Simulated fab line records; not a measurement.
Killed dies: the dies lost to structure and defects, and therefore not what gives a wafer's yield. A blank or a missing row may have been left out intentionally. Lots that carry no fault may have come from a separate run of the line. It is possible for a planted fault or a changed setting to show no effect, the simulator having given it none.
A struck lot beside a sound one + flow sky130 + 32 steps out of a route of 708
Sound: the wafers L803.2, L803.4, L803.6. The struck wafers were L809.1, L809.3, L809.6. The cause is given at the end.
For every step that has rows: the tool of each side, followed by ch and its chambers, followed by its first start. Under that, the readings that differ: sound wafers + struck wafers + difference of the means + sigmas: that difference in standard deviations of wafers without a fault.
alike: words and numbers the same on both sides, and readings whose means are apart by under 2 such deviations; not compared: readings that were withheld, readings missing a value for some wafer, numbers with overlapping values and no deviation given by the record, and bounds like >300 which may hide the same value.
Wherever a step has rows on one side only, a row that says differs or no value, or a row with sigmas, the two part there. When numbers do not overlap yet have no deviation, they are printed without sigmas and do not part them. Lack of a reading on every wafer of one side parts them only where that side has two or more wafers.

first, 1 step without rows for these wafers: SKY_FIELD_ISO_CVD_24 (deposits SiO2, target thk 595 nm, time 99.2 s).
SKY_FIELD_ISO_THK_MEAS_25:
  struck on film_metro-04, day 4 00:47; sound on film_metro-02, day 2 17:43
  alike: FIELD_ISO_CVD_24_THK
then, 1 step without rows for these wafers: SKY_FIELD_ISO_ANNEAL_26 (time 1800 s).
SKY_FIELD_ISO_CMP_27: polishes, stops on Si3N4, t overpolish 16 s, target thk 457.8 nm.
  sound on cmp-01 ch 2,3, day 2 20:28; struck on cmp-02 ch 2,3, day 4 03:35
| reading              | sound                | struck               | difference | sigmas |
|----------------------|----------------------|----------------------|------------|--------|
| overpolish_run_s (s) | 15.987 15.987 16.007 | 16.013 16.011 16.023 | +0.022     | +2     |
  alike: motor_current_A, slurry_filter_dp_kPa, time_to_endpoint_s
then, 5 steps without rows for these wafers: SKY_FIELD_ISO_WET_ETCH_28 (etches SiO2 in dHF, target depth 23.7 nm, time 47 s); SKY_FIELD_ISO_WET_ETCH_29 (etches Si3N4 in H3PO4, target depth 160 nm, time 1825 s); SKY_FIELD_ISO_WET_ETCH_30 (etches SiO2 in dHF, target depth 25 nm, time 50 s); SKY_NWELL_CLEAN_00 (cleans in SC1/SC2, time 150 s); SKY_NWELL_OXIDATION_01 (stabilise 600 s, purge 300 s, target thk 10 nm).
SKY_NWELL_THK_MEAS_02:
  struck on film_metro-04, day 4 06:20; sound on film_metro-03, day 2 23:51
  alike: NWELL_OXIDATION_THK
then, 2 steps without rows for these wafers: SKY_DNWELL_DEHYDRATE_00 (time 60 s); SKY_DNWELL_HMDS_01 (prime time 60 s).
SKY_DNWELL_COAT_02: resist thk 3000 nm.
  struck on litho_track-01, day 4 14:36; sound on litho_track-01 ch 0, day 3 07:41
  no value came back on the struck wafers for chill_plate_temp_C (C), dispense_pressure_kPa (kPa); on the sound wafers chill_plate_temp_C (C) reads 23.11 22.99 22.98
then, 5 steps without rows for these wafers: SKY_DNWELL_SOFTBAKE_03; SKY_DNWELL_EXPOSE_04 (exposes mask DNM, target cd 3000 nm); SKY_DNWELL_PEB_05; SKY_DNWELL_DEVELOP_06 (develop time 60 s); SKY_DNWELL_IMPLANT_07.
SKY_DNWELL_STRIP_08: strips in O2/N2.
  sound on plasma_asher-02 ch 0,1, day 3 15:23; struck on plasma_asher-04 ch 0,1, day 4 23:45
  no value came back on the struck wafers for oes_product_au (a.u.), strip_time_to_endpoint_s (s); on the sound wafers oes_product_au (a.u.) reads 0.728 0.725 0.731
  alike: drypump_motor_current_A, o2_flow_sccm
  not compared: rf_hours_counter_h
SKY_DNWELL_TW_MEAS_09:
  struck on film_metro-01, day 4 23:51; sound on film_metro-03, day 3 15:29
  alike: DNWELL_TW
then, 7 steps without rows for these wafers: SKY_PWDE_DEHYDRATE_00 (time 60 s); SKY_PWDE_HMDS_01 (prime time 60 s); SKY_PWDE_COAT_02 (resist thk 3000 nm); SKY_PWDE_SOFTBAKE_03; SKY_PWDE_EXPOSE_04 (exposes mask PWDEM, target cd 840 nm); SKY_PWDE_PEB_05; SKY_PWDE_DEVELOP_06 (develop time 60 s).
SKY_PWDE_OVL_MEAS_07:
  struck on overlay-02, day 5 17:21; sound on overlay-01, day 4 07:16
  alike: PWDE_OVL
following that, these wafers have no rows for 1 step: SKY_PWDE_IMPLANT_08.
SKY_PWDE_STRIP_09: strips in O2/N2.
  sound on plasma_asher-01 ch 0,1, day 4 07:26; struck on plasma_asher-04 ch 0,1, day 5 17:32
  alike: drypump_motor_current_A, o2_flow_sccm, oes_product_au, strip_time_to_endpoint_s
  not compared: rf_hours_counter_h
SKY_PWDE_TW_MEAS_10:
  struck on film_metro-03, day 5 17:52; sound on film_metro-03, day 4 07:33
| reading | sound       | struck         | difference | sigmas      |
|---------|-------------|----------------|------------|-------------|
| PWDE_TW | 372 374 373 | 1127 1119 1123 | +750       | +99 or more |
  not compared: hold
following that, these wafers have no rows for 1 step: SKY_PAD_OPEN_PROBE_99.

## WHERE THEY PART
First at SKY_FIELD_ISO_CMP_27; last, within this record, at SKY_PWDE_TW_MEAS_10.

WHY: what had been put in by the simulator
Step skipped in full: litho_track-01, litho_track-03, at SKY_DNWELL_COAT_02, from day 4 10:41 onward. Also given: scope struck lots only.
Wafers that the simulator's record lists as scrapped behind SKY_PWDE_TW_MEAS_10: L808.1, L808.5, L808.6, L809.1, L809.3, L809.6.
